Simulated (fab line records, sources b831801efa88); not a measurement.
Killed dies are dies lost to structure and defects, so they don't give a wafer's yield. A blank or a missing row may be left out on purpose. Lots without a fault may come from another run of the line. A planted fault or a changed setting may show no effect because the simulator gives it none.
Problem report in the 8D (eight disciplines) form, filled by code | flow gf180mcu | the parts of the form that need people (team, actions taken, sign-off) are left out

1. THE PROBLEM
DNWELL_TW at GF_DNWELL_TW_MEAS_09 reads a mean of 1081 on 6 wafers of 2 lots; wafers without a fault read 1342 with a standard deviation of 10. That is -26 standard deviations from the usual mean.
First seen on wafer L696.1, day 5 22:16, on film_metro-01. The record holds 36 wafers of 12 lots with a number at this step. Rule for "out", or "out of limits": more than 4 standard deviations from the usual mean. The other wafers with a number count as sound.

2. WHAT IT IS AND WHAT IT IS NOT
question                    | is                           | is not
which readings at this step | DNWELL_TW                    | -
which lots                  | L696, L697                   | L682, L683, L684, L685, L686, L687, L688, L699, L700, L704
which wafers of those lots  | all that have a number       | -
read on which gauges        | film_metro-01, film_metro-03 | film_metro-02
when                        | from day 5 22:16             | up to then (21 sound wafers); but 9 sound wafers of L699, L700, L704 came after

3. SUSPECTS, AND WHAT RULES EACH OUT
Counting: a tool at a process step up to the reading stays a suspect if it ran every lot that is out and no sound lot after the first of them.
- the gauge at GF_DNWELL_TW_MEAS_09: ruled out. The wafers that are out were read on 2 gauges (film_metro-01, film_metro-03).
- implanter-01 at GF_DNWELL_IMPLANT_07: kept. It ran every lot that is out, first L696 (day 5 22:01), and no sound lot after that; its last sound lot up to then is L688 (day 4 03:01). Its own readings are out on those wafers: dose_ions_cm2, faraday_current_uA.
Left after counting: implanter-01 at GF_DNWELL_IMPLANT_07.

4. THE CAUSE (what the simulator had put in)
Process parameter drift: implanter-01, from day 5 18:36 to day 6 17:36, at GF_DNWELL_IMPLANT_07. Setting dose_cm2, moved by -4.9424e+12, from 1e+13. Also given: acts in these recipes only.
Counting left only this tool.

5. THE CHAIN OF EFFECTS, in route order
Each row: a reading whose mean over the struck wafers that have a number lies more than 3 standard deviations from the usual. Only readings for which the record gives a usual standard deviation are gone through. hours: the time from each lot's start at the first step in this table that gives one to its start at this step, as a median over the lots. sigmas: the change in usual standard deviations.
hours | step                 | reading            | usual     | on struck wafers | change     | sigmas
0     | GF_DNWELL_IMPLANT_07 | dose_ions_cm2      | 9.999e+12 | 5.058e+12        | -4.941e+12 | -99 or more
0     | GF_DNWELL_IMPLANT_07 | faraday_current_uA | 56.4      | 28.5             | -27.9      | -25
0     | GF_DNWELL_TW_MEAS_09 | DNWELL_TW          | 1342      | 1081             | -261       | -26
The process steps in it:
- GF_DNWELL_IMPLANT_07
Later measuring or inspecting steps at which every struck wafer that the step has a row for has a number for every such reading, and none has moved that far: GF_LVPWELL_OVL_MEAS_07, GF_MVSD_OVL_MEAS_07.

6. WHAT WOULD HAVE CAUGHT IT SOONER
In this record the first reading out of limits at a measuring or inspecting step was taken at day 5 22:16, 4 hours after the fault began at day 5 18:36.
The tool's own readings at GF_DNWELL_IMPLANT_07 were out on every struck wafer that the step has a row for (dose_ions_cm2, faraday_current_uA): an alarm limit on them would have fired on the first of those.
Of the lots that are out (2), L697 began GF_DNWELL_IMPLANT_07 on implanter-01 after day 5 22:16. A hold on the tool at that time would have spared it.
